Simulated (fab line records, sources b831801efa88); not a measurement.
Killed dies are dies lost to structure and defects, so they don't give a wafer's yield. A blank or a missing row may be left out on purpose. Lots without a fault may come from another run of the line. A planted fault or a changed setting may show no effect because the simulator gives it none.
Which tool did it? | flow gf180mcu | 13 lots, 39 wafers sampled, at 5 steps of a route of 602

WHAT THE GAUGES READ, wafer by wafer
GF_HV_LDD_CD_MEAS_19: target cd 400 nm. Usual: cd_nm 400.4 nm, standard deviation 2.7.
lot  | measured     | on        | cd_nm (nm)        | flag
L766 | day 10 11:25 | cd_sem-01 | 400.9 401.9 398.3 |
L767 | day 11 12:03 | cd_sem-02 | 400.9 402.4 399.9 |
L770 | day 12 03:37 | cd_sem-01 | 401.3 401.9 398.7 |
L771 | day 12 09:27 | cd_sem-01 | 400.8 400.3 398.1 |
L772 | day 12 15:28 | cd_sem-02 | - - -             | OFF
L780 | day 15 08:16 | cd_sem-01 | 405.0 404.5 403.9 |
L781 | day 15 16:12 | cd_sem-02 | 404.5 403.3 403.1 |
L782 | day 15 17:07 | cd_sem-01 | 396.0 394.5 395.5 |
L783 | day 16 10:20 | cd_sem-02 | 397.1 398.5 397.8 |
L784 | day 16 22:02 | cd_sem-01 | 400.9 401.0 400.5 |
L785 | day 17 03:15 | cd_sem-01 | 397.0 397.9 397.4 |
L787 | day 17 15:10 | cd_sem-02 | 400.7 398.7 400.3 |
L788 | day 17 19:04 | cd_sem-02 | 403.0 401.7 401.1 |

GF_HV_LDD_TW_MEAS_23. Usual: HV_LDD_2_TW 1052, standard deviation 6.1.
lot  | measured     | on            | HV_LDD_2_TW    | flag
L766 | day 10 11:47 | film_metro-01 | 1048 1046 1044 |
L767 | day 11 12:27 | film_metro-03 | 1048 1048 1048 |
L770 | day 12 04:02 | film_metro-03 | 1042 1047 1049 |
L771 | day 12 09:51 | film_metro-03 | 1046 1048 1046 |
L772 | day 12 15:52 | film_metro-02 | 30 30 30       | OFF
L780 | day 15 08:41 | film_metro-01 | 1051 1051 1052 |
L781 | day 15 16:35 | film_metro-01 | 1049 1050 1045 |
L782 | day 15 17:31 | film_metro-03 | 1044 1051 1040 |
L783 | day 16 10:46 | film_metro-03 | 1056 1053 1058 |
L784 | day 16 22:26 | film_metro-03 | 1055 1055 1056 |
L785 | day 17 03:38 | film_metro-03 | 1049 1054 1054 |
L787 | day 17 15:34 | film_metro-02 | 1057 1052 1055 |
L788 | day 17 19:28 | film_metro-02 | 1055 1054 1050 |

GF_CONTACT_RS_MEAS_25: measures by four-point-probe. Usual: CONTACT_W_RS 0.384 ohm/sq, standard deviation 0.006.
lot  | measured     | on            | CONTACT_W_RS (ohm/sq) | flag
L766 | day 15 18:00 | film_metro-02 | 0.376 0.378 0.386     |
L767 | day 17 01:19 | film_metro-02 | 0.372 0.384 0.389     |
L770 | day 17 18:13 | film_metro-02 | 0.373 0.374 0.388     |
L771 | day 18 01:57 | film_metro-02 | 0.379 0.379 0.381     |
L780 | day 21 12:03 | film_metro-02 | 0.389 0.385 0.387     |
L781 | day 21 20:52 | film_metro-01 | 0.392 0.387 0.391     |
L782 | day 21 23:07 | film_metro-03 | 0.378 0.387 0.381     |
L783 | day 22 14:23 | film_metro-02 | 0.381 0.383 0.379     |
L784 | day 23 04:39 | film_metro-02 | 0.387 0.388 0.387     |
L785 | day 23 09:59 | film_metro-03 | 0.380 0.385 0.376     |
L787 | day 23 20:26 | film_metro-02 | 0.386 0.375 0.386     |
L788 | day 23 23:46 | film_metro-01 | 0.385 0.381 0.388     |

GF_V1_BOW_MEAS_05. Usual: V1_BOW 82 um, standard deviation 7.6.
lot  | measured     | on            | V1_BOW (um) | flag
L766 | day 16 17:58 | film_metro-02 | 91 79 74    |
L767 | day 18 03:19 | film_metro-04 | 87 66 85    |
L770 | day 18 19:53 | film_metro-04 | 72 83 76    |
L771 | day 19 04:14 | film_metro-02 | 82 81 76    |
L780 | day 22 13:30 | film_metro-03 | 98 82 95    |
L781 | day 22 21:51 | film_metro-04 | 66 81 75    |
L782 | day 23 00:05 | film_metro-03 | 86 95 71    |
L783 | day 23 15:02 | film_metro-04 | 83 88 85    |
L784 | day 24 05:17 | film_metro-03 | 77 74 76    |
L785 | day 24 10:32 | film_metro-03 | 84 90 83    |
L787 | day 24 20:16 | film_metro-02 | 78 80 80    |
L788 | day 25 00:07 | film_metro-04 | 89 93 92    |

WHICH TOOL RAN EACH LOT (tool, then ch and the chambers of the sampled wafers, then the start)
lot  | GF_HV_LDD_EXPOSE_16
L766 | iline_stepper-01 ch 0, day 10 02:46
L767 | iline_stepper-01 ch 0, day 11 03:25
L770 | iline_stepper-02 ch 0, day 11 18:22
L771 | iline_stepper-02 ch 0, day 11 23:48
L772 | iline_stepper-02 ch 0, day 12 05:55
L780 | iline_stepper-01 ch 0, day 14 21:22
L781 | iline_stepper-01 ch 0, day 15 05:23
L782 | iline_stepper-02 ch 0, day 15 06:40
L783 | iline_stepper-01 ch 0, day 15 23:38
L784 | iline_stepper-02 ch 0, day 16 11:08
L785 | iline_stepper-01 ch 0, day 16 16:05
L787 | iline_stepper-02 ch 0, day 17 03:49
L788 | iline_stepper-01 ch 0, day 17 07:52
- GF_HV_LDD_EXPOSE_16: exposes mask Pplus LV AREA, target cd 400 nm.

WHAT THE TOOLS THEMSELVES READ (means of the sampled wafers that have a number; where no wafer has one, the mark that the record gives instead)
The record holds no such reading with a usual standard deviation.

THE ANSWER, worked out from the rows above alone
Rule: a lot is off if the mean of its wafers that have a number lies more than 3 standard deviations from the usual mean. A lot without any number at a reading at which 4 lots or more have one is off too. The other lots that the step has rows for count as sound. The gauges are gone through in route order, then the tools' own readings, and for those a lot's mean is taken as printed above. The first step at which some lot is off is used, and at that step the reading that is off furthest; a lot without a number counts as furthest.
Off: L772, at GF_HV_LDD_CD_MEAS_19 (cd_nm). Without a number there: L772.
A tool fits if, at a process step before that reading, it ran every lot that is off, and no sound lot after the first of them. The gauges at GF_HV_LDD_CD_MEAS_19 aren't tried: what is off there is off at GF_HV_LDD_TW_MEAS_23 too, on other tools, and a gauge's error can't cause that. None of those tried fits.

WHAT THE SIMULATOR HAD PUT IN
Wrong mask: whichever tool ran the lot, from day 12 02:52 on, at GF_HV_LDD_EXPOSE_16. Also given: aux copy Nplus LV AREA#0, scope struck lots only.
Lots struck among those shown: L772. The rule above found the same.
